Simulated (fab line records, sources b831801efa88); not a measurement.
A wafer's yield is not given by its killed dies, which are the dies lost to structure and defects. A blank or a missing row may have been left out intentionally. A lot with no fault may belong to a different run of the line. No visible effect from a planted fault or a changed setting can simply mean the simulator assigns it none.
Which tool was responsible? :: flow sky130 :: 18 wafers sampled from 6 lots at 1 step of a route of 708

== WHAT EACH GAUGE READ, for each wafer ==
SKY_VT_ADJUST_HVTP_TW_MEAS_11.
lot: L985
measured: day 6 08:40
on: film-metro-04
VT_ADJUST_HVTP_TW: 1358 1361 1356

lot: L987
measured: day 6 22:06
on: film-metro-01
VT_ADJUST_HVTP_TW: 1376 1374 1365

lot: L990
measured: day 7 13:47
on: film-metro-01
VT_ADJUST_HVTP_TW: 1354 1352 1355

lot: L998
measured: day 9 22:52
on: film-metro-02
VT_ADJUST_HVTP_TW: 1343 1346 1339

lot: L104
measured: day 11 07:53
on: film-metro-02
VT_ADJUST_HVTP_TW: 1334 1332 1338

lot: L107
measured: day 12 07:49
on: film-metro-01
VT_ADJUST_HVTP_TW: 1370 1371 1369

== TOOL THAT RAN EACH LOT (tool first, then ch and the chambers of the sampled wafers, then the start) ==
There is no process step in the record ahead of these readings.

== THE ANSWER, worked out from the rows above alone ==
Rule: the usual values come from the lots themselves. Put in order of their means at a reading, lots are off if they are a third of the lots or fewer, leave a main group of 4 or more, and stand apart from it by a gap of 3 or more times the standard deviation of the main group's means; of several such gaps the widest counts. A main group is skipped when, at the precision printed for the reading in the tables above, its means are all equal. Also off: a lot with no number at a reading for which 4 or more lots have one. Any other lot the step has rows for is counted as sound.
No lot is off at any reading shown: from this, nothing can be told.

== WHAT THE SIMULATOR HAD INSERTED ==
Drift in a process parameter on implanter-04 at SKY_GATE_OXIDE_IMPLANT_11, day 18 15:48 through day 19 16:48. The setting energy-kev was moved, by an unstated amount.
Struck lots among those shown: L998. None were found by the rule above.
